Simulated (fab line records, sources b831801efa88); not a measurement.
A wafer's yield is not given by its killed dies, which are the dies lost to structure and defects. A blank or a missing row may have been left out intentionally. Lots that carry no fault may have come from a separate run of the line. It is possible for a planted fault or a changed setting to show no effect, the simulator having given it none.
Which tool is to blame? ; flow sky130 ; Sampling: 13 lots, 39 wafers, 2 of 708 route steps

== WHAT THE GAUGES SHOWED, per wafer ==
No reading from a measuring or inspecting step in the record can be judged against a usual standard deviation.

== EACH LOT AND THE TOOL THAT RAN IT (in order: tool; ch and the chambers of the sampled wafers; start) ==
lot;SKY_METAL4_SPUTTER_02;SKY_METAL4_METAL_ETCH_18
L259;pvd sputter-02, day 40 22:47;rie metal-03 ch 0,1, day 43 00:04
L260;pvd sputter-04, day 41 07:32;rie metal-01 ch 0, day 43 08:10
L263;pvd sputter-04, day 41 23:46;rie metal-03 ch 0,1, day 44 00:22
L264;pvd sputter-03, day 42 01:34;rie metal-04 ch 0,1, day 44 03:04
L265;pvd sputter-02, day 42 05:04;rie metal-01 ch 0,1, day 44 06:01
L266;pvd sputter-02, day 42 18:28;rie metal-01 ch 0,1, day 44 18:28
L267;pvd sputter-03, day 42 19:26;rie metal-03 ch 0,1, day 44 18:34
L268;pvd sputter-04, day 43 02:34;rie metal-03 ch 0,1, day 45 03:01
L269;pvd sputter-03, day 43 15:32;rie metal-03 ch 0,1, day 45 15:44
L270;pvd sputter-03, day 43 22:05;rie metal-04 ch 0,1, day 45 21:52
L277;pvd sputter-03, day 45 14:55;rie metal-01 ch 1, day 47 10:55
L281;pvd sputter-04, day 46 12:58;rie metal-01 ch 0,1, day 48 07:46
L282;pvd sputter-04, day 46 23:32;rie metal-03 ch 0,1, day 48 17:22
- SKY_METAL4_SPUTTER_02: material AlCu, target thk 735 nm, time 39.1 s.
- SKY_METAL4_METAL_ETCH_18: etches the open film in Cl2/BCl3, stops on SiO2, target depth 845 nm, time 183.1 s.

== WHAT THE TOOLS THEMSELVES READ (means of the sampled wafers that have a number; where no wafer has one, the mark that the record gives instead) ==
SKY_METAL4_SPUTTER_02. Usual: cathode dc power W 10600 W, standard deviation 1.8; throttle valve pct 29.8 %, standard deviation 1.6.
lot;tool;cathode dc power W (W);throttle valve pct (%);flag
L259;pvd sputter-02;10600;30.4;
L260;pvd sputter-04;10599;30.2;
L263;pvd sputter-04;10599;30.0;
L264;pvd sputter-03;10600;29.8;
L265;pvd sputter-02;10602;28.3;
L266;pvd sputter-02;10600;29.6;
L267;pvd sputter-03;10600;30.1;
L268;pvd sputter-04;10600;30.3;
L269;pvd sputter-03;10598;29.6;
L270;pvd sputter-03;10598;29.1;
L277;pvd sputter-03;10599;29.2;
L281;pvd sputter-04;10601;30.6;
L282;pvd sputter-04;10599;29.9;

SKY_METAL4_METAL_ETCH_18. Usual: chamber pressure mTorr 9.999 mTorr, standard deviation 0.0084; drypump motor current A 5.85 A, standard deviation 0.24; he backside leak sccm 3.42 sccm, standard deviation 0.23; oes product au 0.866 a.u., standard deviation 0.0061; throttle valve pct 22.264 %, standard deviation 0.009.
lot;tool;chamber pressure mTorr (mTorr);drypump motor current A (A);he backside leak sccm (sccm);oes product au (a.u.);throttle valve pct (%);flag
L259;rie metal-03;10.010;6.02;3.28;0.866;22.258;
L260;rie metal-01;9.998;5.77;3.90;0.865;22.272;
L263;rie metal-03;9.995;6.04;3.32;0.866;22.269;
L264;rie metal-04;9.998;5.67;3.19;0.862;22.267;
L265;rie metal-01;9.995;5.95;3.46;0.865;22.271;
L266;rie metal-01;9.998;5.87;3.48;0.872;22.268;
L267;rie metal-03;9.997;6.01;3.40;0.858;22.271;
L268;rie metal-03;10.003;6.03;3.34;0.864;22.261;
L269;rie metal-03;10.001;6.03;3.90;0.865;22.264;
L270;rie metal-04;10.001;5.69;3.21;0.873;22.257;
L277;rie metal-01;10.008;6.04;3.50;0.936;22.256;OFF
L281;rie metal-01;9.998;5.86;3.50;0.869;22.264;
L282;rie metal-03;10.002;5.83;3.46;0.874;22.259;

== THE ANSWER, worked out from the rows above alone ==
Rule: lot off if the mean of its wafers having a number is beyond 3 standard deviations from the usual mean. Also off: a lot with no number at a reading for which 4 or more lots have one. All remaining lots with rows at the step are treated as sound. First the gauges in route order, then the tools' own readings, where a lot's mean is used as printed above. The first step at which some lot is off is used, and at that step the reading that is off furthest; a lot without a number counts as furthest.
Off at SKY_METAL4_METAL_ETCH_18 (oes product au): L277.
If a tool, at that step or one of the process steps before it, ran each lot that is off and ran no sound lot following the first of them, it fits. One fits: SKY_METAL4_SPUTTER_02 on pvd sputter-03. Its last sound lot is L270 (day 43 22:05), its first lot that is off L277 (day 45 14:55): a fault that began between those two fits.

== WHAT THE SIMULATOR PUT IN ==
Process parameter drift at SKY_METAL4_SPUTTER_02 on pvd sputter-03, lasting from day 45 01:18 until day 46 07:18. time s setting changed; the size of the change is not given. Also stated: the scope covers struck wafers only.
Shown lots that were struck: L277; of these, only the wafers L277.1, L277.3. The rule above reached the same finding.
